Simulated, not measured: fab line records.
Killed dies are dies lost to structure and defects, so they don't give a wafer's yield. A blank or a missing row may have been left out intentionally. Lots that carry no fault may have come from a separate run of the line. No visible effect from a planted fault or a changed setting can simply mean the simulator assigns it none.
Struck lot and sound lot, side by side ; flow gf180mcu ; 17 out of 602 route steps
Sound: these wafers, L441.2, L441.4, L441.5. Struck: wafer L455.2. (L455.3, L455.5 of the same lot were not struck and are left out.) The cause comes at the end.
Each step with rows lists, per side, the tool, then ch with its chambers, then its first start. Under that, the readings that differ: sound wafers ; struck wafers ; difference of the means ; sigmas: that difference in standard deviations of wafers without a fault.
alike: readings whose means differ by less than 2 such deviations, and words and numbers that are the same on both sides. not compared: withheld readings, readings that some wafer has no value for, bounds like >300 that may hide the same value, and numbers for which the record gives no deviation and whose values overlap.
Wherever a step has rows on one side only, a row that says differs or no value, or a row with sigmas, the two part there. Numbers that have no deviation but don't overlap get no sigmas and don't part them. A reading missing from all wafers of one side parts the sides only when that side holds two or more wafers.

first, 4 steps without rows for these wafers: GF_M3_SOFTBAKE_10 (time 60 s); GF_M3_EXPOSE_11 (exposes mask Metal3, target cd 280 nm); GF_M3_PEB_12 (peb time 90 s); GF_M3_DEVELOP_13 (develop time 60 s).
GF_M3_CD_MEAS_14: target cd 280 nm.
  sound on cdSem-01, day 21 07:38; struck on cdSem-01, day 26 00:26
  alike: cdNm
GF_M3_OVL_MEAS_15:
  sound on overlay-02, day 21 07:45; struck on overlay-02, day 26 00:33
  alike: M3_OVL
GF_M3_METAL_ETCH_16: etches the open film in Cl2/BCl3, stops on SiO2, target depth 750.8 nm, time 125.1 s.
  sound on rieMetal-03 ch 1, day 21 07:47; struck on rieMetal-01 ch 1, day 26 00:35
  alike: drypumpMotorCurrentA, oesProductAu, throttleValvePct
  not compared: rfHoursCounterH
GF_M3_STRIP_17: strips in O2/N2.
  sound on plasmaAsher-01 ch 0,1, day 21 07:55; struck on plasmaAsher-03 ch 0, day 26 00:43
  alike: drypumpMotorCurrentA, heaterPowerW, oesProductAu, stripTimeToEndpointS
  not compared: rfHoursCounterH
then, 3 steps without rows for these wafers: GF_M3_STRIP_18 (strips in post etch residue remover, time 1200 s); GF_M3_CLEAN_19 (cleans in DIW); GF_V3_CVD_00 (deposits SiO2, target thk 600 nm, time 100 s).
GF_V3_THK_MEAS_01:
  sound on filmMetro-03, day 21 08:33; struck on filmMetro-03, day 26 01:20
  alike: V3_CVD_00_THK
GF_V3_CVD_02: deposits SiO2 from TEOS, target thk 850 nm, time 94.851 s.
  sound on pecvd-02 ch 1,2, day 21 08:36; struck on pecvd-02 ch 1, day 26 01:23
reading;sound;struck;difference;sigmas
runLengthS (s);122.9 123.4 122.8;111.3;-11.7;-23
model.SiO2_of_V3_CVD_02.thkNm (nm);845.7 872.7 866.4;730.4;-131.2;
  alike: heaterPowerW
GF_V3_THK_MEAS_03:
  sound on filmMetro-02, day 21 08:41; struck on filmMetro-02, day 26 01:28
reading;sound;struck;difference;sigmas
V3_CVD_02_THK (nm);845 873 865;730;-131;-12
GF_V3_CMP_04: polishes SiO2.
  sound on cmp-02 ch 0,3, day 21 08:44; struck on cmp-01 ch 2, day 26 01:37
reading;sound;struck;difference;sigmas
timeToEndpointS (s);77 83 85;34;-48;-9
  alike: motorCurrentA, platenRpm
GF_V3_BOW_MEAS_05:
  sound on filmMetro-02, day 21 09:03; struck on filmMetro-04, day 26 01:50
  alike: V3_BOW
GF_PASSIVATION_PROBE_99:
  rows exist in the record for the sound wafers here (prober-02, day 29 06:18), none for the struck ones

## WHERE THEY PART
Earliest at GF_V3_CVD_02; latest, in this record, at GF_PASSIVATION_PROBE_99.

WHY: whatever the simulator had introduced
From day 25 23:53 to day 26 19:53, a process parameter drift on pecvd-02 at GF_V3_CVD_02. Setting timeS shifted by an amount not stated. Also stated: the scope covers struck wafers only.
